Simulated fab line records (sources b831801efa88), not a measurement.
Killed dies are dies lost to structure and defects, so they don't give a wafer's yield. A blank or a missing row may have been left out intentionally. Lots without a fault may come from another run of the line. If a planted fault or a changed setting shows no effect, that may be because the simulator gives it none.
fab line records ; flow sky130
record: lots: 12; wafers: 36; last_day: 50
route steps=708 shown VIA3@593 METAL4@598 PAD_OPEN@708
lots with no fault: from the same line, run without faults
start_h: hours from the record's opening day to when the first of the lot's shown wafers began ; wait_h: hours since the lot's step before ; " identical to the entry in the row above ; L1.1+2: one row covering several wafers at once ; - no value present, or no start provided ; * or withheld: withheld ; < > ~ a bound
route shown NAME@n: a module of which the file shows steps, and the number in the route of the first ; usual: mean/standard deviation taken from wafers without a fault ; same: alike in all rows ; chamber/n: place in a boat ; sites: readings site by site ; _std_site: how widely they spread, as a standard deviation ; _edge_site: outer sites' mean less inner sites' ; radius_mm: for every site, how far away it sits from the centre of the wafer ; mask NAME#n: copy n ; behind: the most recent tool/chamber to have shaped the wafer ; hold: the reason the lot was held/the length of the hold in hours/how it ended ; device: which transistor (n, p or np) failed to switch ; end of line: the tests these same wafers got at the end of their route ; for a step that has no rows: nothing shown but its recipe ; killed: at the first sort, the dies lost to defects and structure; wafer yield is something else ; map: per-die view of a wafer (x killed, . not killed, _ where there is no die)
set.NAME: the setting that was run; set.NAME@STEP: the one run at that earlier step ; model.NAME: the simulator's own value behind a step, which no gauge read
a sample of lots followed through the steps of the route, with each step as a table and each wafer as a row
services: when a tool's chamber went out of use (start_h, in hours from the record's first day, below 0 if earlier), for how many hours, and the reason
== steps ==
step: SKY_VIA3_SPUTTER_20
recipe: material: TiN; target_thk_nm: 20; chamber_pressure_pa: 5; power_w: 4000; time_s: 80
usual: cathode_dc_power_W: 4000.1/0.73; throttle_valve_pct: 30.5/0.78
lot.wafer;tool;chamber;start_h;wait_h;cathode_dc_power_W;throttle_valve_pct
L359.1;pvd_sputter-04;-;934.12;0.0;3999.3;31.3
L359.3;pvd_sputter-04;-;934.12;0.0;4000.1;29.9
L359.6;pvd_sputter-04;-;934.12;0.0;4000.7;31.2
L360.1;pvd_sputter-04;-;952.34;0.0;3998.9;31.2
L360.5;pvd_sputter-04;-;952.34;0.0;4001.2;30.9
L360.6;pvd_sputter-04;-;952.34;0.0;3999.5;29.4
L361.2;pvd_sputter-04;-;953.04;0.0;3999.2;31.2
L361.3;pvd_sputter-04;-;953.04;0.0;3999.6;31.2
L361.4;pvd_sputter-04;-;953.04;0.0;3999.0;29.7
L362.2;pvd_sputter-03;-;966.36;0.0;4000.5;30.4
L362.3;pvd_sputter-03;-;966.36;0.0;4000.6;29.7
L362.5;pvd_sputter-03;-;966.36;0.0;4000.2;30.7
L367.1;pvd_sputter-04;-;1000.75;0.0;4000.1;31.0
L367.4;pvd_sputter-04;-;1000.75;0.0;4000.0;30.4
L367.5;pvd_sputter-04;-;1000.75;0.0;4000.3;29.8
L370.2;pvd_sputter-04;-;1029.10;0.0;3999.2;30.7
L370.4;pvd_sputter-04;-;1029.10;0.0;4001.6;30.0
L370.6;pvd_sputter-04;-;1029.10;0.0;4001.8;30.0
L372.1;pvd_sputter-04;-;1041.11;0.0;3999.8;31.2
L372.3;pvd_sputter-04;-;1041.11;0.0;4000.6;30.4
L372.5;pvd_sputter-04;-;1041.11;0.0;3999.0;31.1
L374.3;pvd_sputter-01;-;1051.49;0.0;3999.9;28.7
L374.5;pvd_sputter-01;-;1051.49;0.0;3999.9;31.5
L374.6;pvd_sputter-01;-;1051.49;0.0;3999.2;30.8
L376.1;pvd_sputter-01;-;1061.04;0.0;4000.0;31.0
L376.4;pvd_sputter-01;-;1061.04;0.0;4001.4;30.3
L376.5;pvd_sputter-01;-;1061.04;0.0;3999.2;28.2
L378.2;pvd_sputter-01;-;1063.21;0.0;3999.7;30.3
L378.4;pvd_sputter-01;-;1063.21;0.0;3999.6;28.5
L378.5;pvd_sputter-01;-;1063.21;0.0;3999.5;31.7
L377.1;pvd_sputter-04;-;1069.55;0.0;3999.8;30.9
L377.3;pvd_sputter-04;-;1069.55;0.0;3999.6;31.3
L377.4;pvd_sputter-04;-;1069.55;0.0;4000.0;30.3
L380.1;pvd_sputter-04;-;1088.86;0.0;4000.2;30.5
L380.2;pvd_sputter-04;-;1088.86;0.0;3999.5;31.4
L380.3;pvd_sputter-04;-;1088.86;0.0;4000.1;31.3
step: SKY_METAL4_SPUTTER_00
recipe: material: Ti; target_thk_nm: 15; power_w: 3000; time_s: 10; chamber_pressure_pa: 0.4
usual: cathode_dc_power_W: 2999.9/0.53; throttle_valve_pct: 30.2/0.75
lot.wafer;tool;chamber;start_h;wait_h;cathode_dc_power_W;throttle_valve_pct
L359.1;pvd_sputter-03;-;934.78;0.2;3000.6;30.4
L359.3;pvd_sputter-03;-;934.78;0.2;2999.3;29.6
L359.6;pvd_sputter-03;-;934.78;0.2;2999.5;29.9
L360.1;pvd_sputter-03;-;953.00;0.1;2999.4;29.9
L360.5;pvd_sputter-03;-;953.00;0.1;3000.1;29.7
L360.6;pvd_sputter-03;-;953.00;0.1;3000.5;30.6
L361.2;pvd_sputter-03;-;953.71;0.2;2998.8;30.7
L361.3;pvd_sputter-03;-;953.71;0.2;2999.0;29.9
L361.4;pvd_sputter-03;-;953.71;0.2;3000.1;29.7
L362.2;pvd_sputter-02;-;967.14;0.2;3000.4;30.7
L362.3;pvd_sputter-02;-;967.14;0.2;2999.2;29.2
L362.5;pvd_sputter-02;-;967.14;0.2;2999.5;28.6
L367.1;pvd_sputter-04;-;1001.41;0.1;3000.4;31.3
L367.4;pvd_sputter-04;-;1001.41;0.1;3000.5;31.1
L367.5;pvd_sputter-04;-;1001.41;0.1;3000.5;31.2
L370.2;pvd_sputter-03;-;1030.44;0.2;3000.1;30.5
L370.4;pvd_sputter-03;-;1030.44;0.2;3000.3;30.5
L370.6;pvd_sputter-03;-;1030.44;0.2;3000.5;29.9
L372.1;pvd_sputter-02;-;1041.77;0.1;2999.9;28.7
L372.3;pvd_sputter-02;-;1041.77;0.1;2999.9;28.8
L372.5;pvd_sputter-02;-;1041.77;0.1;3000.5;30.9
L374.3;pvd_sputter-04;-;1052.15;0.1;3000.6;29.9
L374.5;pvd_sputter-04;-;1052.15;0.1;2999.5;31.3
L374.6;pvd_sputter-04;-;1052.15;0.1;3000.7;30.0
L376.1;pvd_sputter-03;-;1061.70;0.2;3000.0;30.8
L376.4;pvd_sputter-03;-;1061.70;0.2;2999.8;29.6
L376.5;pvd_sputter-03;-;1061.70;0.2;2999.5;30.7
L378.2;pvd_sputter-04;-;1064.00;0.2;2999.5;31.3
L378.4;pvd_sputter-04;-;1064.00;0.2;2999.9;29.8
L378.5;pvd_sputter-04;-;1064.00;0.2;2999.9;29.6
L377.1;pvd_sputter-02;-;1070.21;0.2;3000.6;28.9
L377.3;pvd_sputter-02;-;1070.21;0.2;2999.8;28.9
L377.4;pvd_sputter-02;-;1070.21;0.2;2999.8;30.7
L380.1;pvd_sputter-03;-;1089.52;0.2;2999.6;30.4
L380.2;pvd_sputter-03;-;1089.52;0.2;3000.4;29.8
L380.3;pvd_sputter-03;-;1089.52;0.2;3000.3;30.7
step: SKY_METAL4_OVL_MEAS_14
usual: METAL4_OVL: 1/5.5
lot.wafer;tool;chamber;start_h;wait_h;METAL4_OVL[nm]
L359.1;overlay-02;-;983.17;0.1;2
L359.3;overlay-02;-;983.17;0.1;3
L359.6;overlay-02;-;983.17;0.1;6
L360.1;overlay-02;-;1002.27;0.1;13
L360.5;overlay-02;-;1002.27;0.1;4
L360.6;overlay-02;-;1002.27;0.1;12
L361.2;overlay-02;-;1002.69;0.1;-9
L361.3;overlay-02;-;1002.69;0.1;-9
L361.4;overlay-02;-;1002.69;0.1;-11
L362.2;overlay-02;-;1014.28;0.1;6
L362.3;overlay-02;-;1014.28;0.1;0
L362.5;overlay-02;-;1014.28;0.1;5
L367.1;overlay-02;-;1047.87;0.1;11
L367.4;overlay-02;-;1047.87;0.1;15
L367.5;overlay-02;-;1047.87;0.1;11
L370.2;overlay-02;-;1074.44;0.1;3
L370.4;overlay-02;-;1074.44;0.1;4
L370.6;overlay-02;-;1074.44;0.1;-8
L372.1;overlay-02;-;1085.82;0.1;0
L372.3;overlay-02;-;1085.82;0.1;-1
L372.5;overlay-02;-;1085.82;0.1;-3
L374.3;overlay-02;-;1095.23;0.1;4
L374.5;overlay-02;-;1095.23;0.1;2
L374.6;overlay-02;-;1095.23;0.1;0
L376.1;overlay-02;-;1103.94;0.1;4
L376.4;overlay-02;-;1103.94;0.1;13
L376.5;overlay-02;-;1103.94;0.1;7
L378.2;overlay-01;-;1105.02;0.1;-4
L378.4;overlay-01;-;1105.02;0.1;2
L378.5;overlay-01;-;1105.02;0.1;5
L377.1;overlay-01;-;1110.57;0.1;2
L377.3;overlay-01;-;1110.57;0.1;0
L377.4;overlay-01;-;1110.57;0.1;-1
L380.1;overlay-02;-;1130.59;0.1;0
L380.2;overlay-02;-;1130.59;0.1;-1
L380.3;overlay-02;-;1130.59;0.1;2
step: SKY_METAL4_ETCH_17
recipe: target: SiO2; stop_on: TiN; chemistry: C4F8/O2/Ar; source_w: 1500; bias_w: 1200; pressure_mtorr: 40; c4f8_flow_sccm: withheld; O2_flow_sccm: 6; Ar_flow_sccm: 300; time_s: 3.9; target_depth_a: 150
usual: oes_product_au: 0.754/0.0069
lot.wafer;tool;chamber;start_h;wait_h;oes_product_au;rf_hours_counter_h
L359.1;rie_diel-03;2;983.33;0.1;0.755;21
L359.3;rie_diel-03;1;983.33;0.1;0.749;2
L359.6;rie_diel-03;1;983.33;0.1;0.765;-
L360.1;rie_diel-04;2;1002.44;0.1;0.742;24
L360.5;rie_diel-04;2;1002.44;0.1;0.747;-
L360.6;rie_diel-04;3;1002.44;0.1;0.753;-
L361.2;rie_diel-03;2;1002.85;0.1;0.757;22
L361.3;rie_diel-03;3;1002.85;0.1;0.765;18
L361.4;rie_diel-03;1;1002.85;0.1;0.750;3
L362.2;rie_diel-04;0;1014.44;0.1;0.755;12
L362.3;rie_diel-04;3;1014.44;0.1;0.754;9
L362.5;rie_diel-04;0;1014.44;0.1;0.758;-
L367.1;rie_diel-04;2;1048.03;0.1;0.689;26
L367.4;rie_diel-04;0;1048.03;0.1;0.686;-
L367.5;rie_diel-04;3;1048.03;0.1;0.697;-
L370.2;rie_diel-04;3;1074.60;0.1;0.691;11
L370.4;rie_diel-04;1;1074.60;0.1;0.693;17
L370.6;rie_diel-04;0;1074.60;0.1;0.699;-
L372.1;rie_diel-01;0;1085.99;0.1;0.747;11
L372.3;rie_diel-01;2;1085.99;0.1;0.744;13
L372.5;rie_diel-01;0;1085.99;0.1;0.751;-
L374.3;rie_diel-01;3;1095.38;0.0;0.750;14
L374.5;rie_diel-01;1;1095.38;0.0;0.754;-
L374.6;rie_diel-01;0;1095.38;0.0;0.761;-
L376.1;rie_diel-01;2;1104.10;0.1;0.740;14
L376.4;rie_diel-01;3;1104.10;0.1;0.755;14
L376.5;rie_diel-01;3;1104.10;0.1;0.757;-
L378.2;rie_diel-03;1;1105.18;0.1;0.745;6
L378.4;rie_diel-03;0;1105.18;0.1;0.766;15
L378.5;rie_diel-03;2;1105.18;0.1;0.766;-
L377.1;rie_diel-01;2;1110.74;0.1;0.761;14
L377.3;rie_diel-01;3;1110.74;0.1;0.753;15
L377.4;rie_diel-01;2;1110.74;0.1;0.754;-
L380.1;rie_diel-01;0;1130.75;0.1;0.760;12
L380.2;rie_diel-01;3;1130.75;0.1;0.767;15
L380.3;rie_diel-01;1;1130.75;0.1;0.749;21
step: SKY_PAD_OPEN_PROBE_99
usual: defect_limited_yield: 82.4/1.9; killed_at_M0_to_M3: 44/7.2; killed_at_M4_up: 3.1/1.8; killed_at_contacts: 25/5.2; killed_at_front_end: 15/3.9; killed_at_other: 0.2/0.5; killed_dies: 86/9.5; killed_open: 47/7.3; killed_short: 40/6; sort_bin_3_pad_short: 0.8/0.44; sort_bin_5_function: 10.4/1.5; sort_bin_6_memory: 6.3/1.1; sort_n_pass: 406/9.5; sort_yield_pct: 82.4/1.9
same: gross_dies: 492; killed_at_back_side: 0; sort_bin_4_leakage[%]: 0; sort_bin_8_speed[%]: 0
lot.wafer;tool;chamber;start_h;wait_h;defect_limited_yield[%];killed_at_M0_to_M3;killed_at_M4_up;killed_at_contacts;killed_at_front_end;killed_at_other;killed_dies;killed_open;killed_short;sort_bin_3_pad_short[%];sort_bin_5_function[%];sort_bin_6_memory[%];sort_n_pass;sort_yield_pct[%]
L361.2;prober-02;-;1095.63;0.1;80.5;41;3;30;21;1;96;45;51;1.0;13.0;5.5;396;80.5
L361.3;prober-02;-;1095.68;0.2;78.9;52;3;35;14;0;104;56;48;1.0;13.2;6.9;388;78.9
L361.4;prober-02;-;1095.73;0.2;78.0;60;1;31;16;0;108;60;48;1.0;13.0;7.9;384;78.0
L377.1;prober-02;-;1188.38;0.1;84.1;43;1;22;12;0;78;45;33;0.8;8.5;6.5;414;84.1
L377.3;prober-02;-;1188.48;0.2;84.3;40;5;19;13;0;77;37;40;0.6;9.1;5.9;415;84.3
L377.4;prober-02;-;1188.53;0.2;83.5;33;4;24;20;0;81;48;33;1.2;9.3;5.9;411;83.5
killed by level:class
L361.2 CONTACT:geometric_particle:open=10 METAL2:geometric_particle:short=9 VIA1:geometric_particle:open=8 VIA1:geometric_particle:short=8 LOCAL_INTERCONNECT:geometric_particle:short=7 LI_CONTACT:geometric_particle:open=7 POLY_GATE:geometric_particle:short=6 VIA2:geometric_particle:open=6
L361.3 VIA1:geometric_particle:open=15 VIA1:geometric_particle:short=11 CONTACT:geometric_particle:open=10 LI_CONTACT:geometric_particle:open=10 FIELD_ISO:geometric_particle:short=6 CONTACT:geometric_particle:short=6 METAL1:geometric_particle:short=6 METAL2:geometric_particle:open=6
L361.4 LI_CONTACT:geometric_particle:open=12 CONTACT:geometric_particle:open=8 VIA1:geometric_particle:open=8 METAL2:geometric_particle:short=8 VIA3:geometric_particle:short=7 VIA2:geometric_particle:open=7 VIA3:geometric_particle:open=7 FIELD_ISO:geometric_particle:open=6
L377.1 VIA1:geometric_particle:open=13 VIA3:geometric_particle:open=8 LI_CONTACT:geometric_particle:open=7 CONTACT:geometric_particle:short=5 CONTACT:geometric_particle:open=5 METAL2:geometric_particle:short=5 FIELD_ISO:geometric_particle:short=3 METAL3:geometric_particle:short=3
L377.3 CONTACT:geometric_particle:open=9 VIA1:geometric_particle:short=8 VIA3:geometric_particle:short=7 VIA3:geometric_particle:open=6 VIA1:geometric_particle:open=6 POLY_GATE:geometric_particle:open=5 METAL2:geometric_particle:short=4 VIA2:geometric_particle:short=4
L377.4 VIA1:geometric_particle:open=11 CONTACT:geometric_particle:open=9 POLY_GATE:geometric_particle:open=7 CONTACT:geometric_particle:short=6 FIELD_ISO:geometric_particle:open=5 VIA2:geometric_particle:open=5 LI_CONTACT:geometric_particle:open=4 METAL1:geometric_particle:short=4
== services ==
tool;chamber;start_h;hours;kind
pvd_sputter-02;-;939.27;0.7;repair
rie_diel-01;1;939.36;1.3;repair
pvd_sputter-01;-;944.39;1.8;repair
pvd_sputter-04;-;959.22;0.5;repair
pvd_sputter-03;-;980.56;1.7;repair
pvd_sputter-03;-;981.29;2.4;repair
rie_diel-03;1;990.32;1.9;repair
pvd_sputter-02;-;995.28;26.8;repair
pvd_sputter-03;-;1007.04;9.2;repair
pvd_sputter-03;-;1015.63;1.5;repair
rie_diel-04;1;1017.73;36.8;repair
pvd_sputter-01;-;1023.38;7.0;repair
pvd_sputter-01;-;1030.49;4.5;repair
rie_diel-01;2;1045.43;4.3;repair
rie_diel-03;0;1050.03;9.2;repair
pvd_sputter-03;-;1065.68;2.2;repair
rie_diel-01;-;1070.07;0.9;repair
rie_diel-01;0;1077.18;3.7;repair
pvd_sputter-03;-;1078.53;2.4;repair
pvd_sputter-02;-;1080.98;1.0;repair
pvd_sputter-03;-;1094.08;0.5;repair
rie_diel-03;1;1105.61;26.6;repair
rie_diel-01;1;1108.35;2.4;repair
pvd_sputter-04;-;1130.45;3.0;repair
== key ==
first_sign: step: SKY_METAL4_ETCH_17; reading: oes_product_au; direction: down; sigmas: 9; usual: 0.754; struck: 0.693
effect none on later readings
met_at SKY_METAL4_ETCH_17
struck_lots L367,L370
not_acting_at SKY_VIA3_SPUTTER_20,SKY_METAL4_SPUTTER_00,SKY_METAL4_OVL_MEAS_14
onset_between 1014.44 1048.03
fault: kind: process_parameter_drift; tool: rie_diel-04; chamber: -; onset_h: 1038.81; steps: SKY_METAL4_ETCH_17; channel: time_s; offset: *; shape: step; end_h: 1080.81; acts_in: *; stated: *
